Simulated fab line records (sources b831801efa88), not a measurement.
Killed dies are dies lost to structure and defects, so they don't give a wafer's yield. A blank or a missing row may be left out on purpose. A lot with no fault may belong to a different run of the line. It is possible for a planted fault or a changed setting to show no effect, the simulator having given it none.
Struck lot and sound lot, side by side :: flow gf180mcu :: 18 steps out of a route of 602
Sound: wafers L963.2, L963.3, L963.6. Wafers struck: L984.3, L984.4, L984.5. The cause is given at the end.
Each step with rows lists, per side, the tool, then ch with its chambers, then its first start. Under that, the readings that differ: sound wafers :: struck wafers :: difference of the means :: sigmas: that difference in standard deviations of wafers without a fault.
alike: same words and numbers on both sides, and readings whose means sit less than 2 such deviations apart. not compared: any withheld reading, any reading some wafer has no value for, any bound like >300 that may hide the same value, and any number with overlapping values for which the record gives no deviation.
A row with sigmas, a row that says differs or no value, or rows on one side alone: a step with any of these is where the two part. When numbers do not overlap yet have no deviation, they are printed without sigmas and do not part them. A reading that every wafer of one side lacks parts them only if that side has two wafers or more.

GF_V5_RS_MEAS_24: the measuring method here is four-point-probe.
  sound on film_metro-03, day 28 00:28; struck on film_metro-04, day 33 14:20
  alike: V5_W_RS
GF_V5_THK_MEAS_25: measures by xrf.
  sound on film_metro-03, day 28 00:35; struck on film_metro-04, day 33 14:26
  alike: V5_W_THK
GF_V5_CMP_26: polishes, stops on SiO2, t overpolish 15 s, target thk 0 nm.
  sound on cmp-02 ch 0,3, day 28 00:41; struck on cmp-01 ch 1,3, day 33 14:32
  alike: motor_current_A, overpolish_run_s, time_to_endpoint_s
then, 1 step without rows for these wafers: GF_TOP_METAL_SPUTTER_00 (material Ti, target thk 37.5 nm, time 150 s).
GF_TOP_METAL_SPUTTER_01: material TiN, target thk 30 nm, time 25 s.
  sound on pvd_sputter-03, day 28 01:02; struck on pvd_sputter-04, day 33 14:53
  alike: throttle_valve_pct
GF_TOP_METAL_SPUTTER_02: material AlCu, target thk 900 nm, time 47.19 s.
  sound on pvd_sputter-03, day 28 01:04; struck on pvd_sputter-04, day 33 14:55
  alike: throttle_valve_pct
GF_TOP_METAL_SPUTTER_03: material Ti, target thk 5 nm, time 3.3 s.
  sound on pvd_sputter-03, day 28 01:06; struck on pvd_sputter-04, day 33 14:57
  alike: throttle_valve_pct
GF_TOP_METAL_SPUTTER_04: material TiN, target thk 25 nm, time 20.8 s.
  sound on pvd_sputter-03, day 28 01:07; struck on pvd_sputter-04, day 33 14:58
  alike: throttle_valve_pct
GF_TOP_METAL_RS_MEAS_05: the measuring method here is four-point-probe.
  sound on film_metro-01, day 28 01:10; struck on film_metro-03, day 33 15:02
  alike: TOP_METAL_ALCU_RS
GF_TOP_METAL_THK_MEAS_06: measures by xrf.
  sound on film_metro-01, day 28 01:17; struck on film_metro-03, day 33 15:08
  alike: TOP_METAL_ALCU_THK
then, 2 steps without rows for these wafers: GF_TOP_METAL_DEHYDRATE_07 (time 60 s); GF_TOP_METAL_HMDS_08 (prime time 60 s).
GF_TOP_METAL_COAT_09: resist thk 1500 nm.
  sound on litho_track-01 ch 0, day 28 10:37; struck on litho_track-01 ch 0, day 33 22:29
reading: spin_speed_rpm (rpm)
sound: 3001.1 2997.9 2998.0
struck: 3038.6 3032.4 3039.6
difference: +37.9
sigmas: +20

reading: model.NOVOLAK_of_TOP_METAL_COAT_09.thk_nm (nm)
sound: 1496 1498 1497
struck: 1486 1484 1488
difference: -11
sigmas: 
then, 3 steps without rows for these wafers: GF_TOP_METAL_SOFTBAKE_10 (time 60 s); GF_TOP_METAL_EXPOSE_11 (exposes mask MetalTop, target cd 440 nm); GF_TOP_METAL_PEB_12.
GF_TOP_METAL_DEVELOP_13: develop time 60 s.
  sound on litho_track-03 ch 0, day 28 19:47; struck on litho_track-02 ch 0, day 34 06:05
reading: model.NOVOLAK_of_TOP_METAL_COAT_09.thk_nm (nm)
sound: 1496 1497 1496
struck: 1486 1483 1488
difference: -11
sigmas: 
GF_TOP_METAL_CD_MEAS_14: target cd 440 nm.
  sound on cd_sem-01, day 28 19:55; struck on cd_sem-01, day 34 06:14
reading: cd_nm (nm)
sound: 442.6 439.5 440.2
struck: 434.2 436.1 436.4
difference: -5.2
sigmas: -2

## WHERE THEY PART
At GF_TOP_METAL_COAT_09 first; at GF_TOP_METAL_CD_MEAS_14 last (within this record only).

WHY: what the simulator had put in
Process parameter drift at GF_TOP_METAL_COAT_09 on litho_track-01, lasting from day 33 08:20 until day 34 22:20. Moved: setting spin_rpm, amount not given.
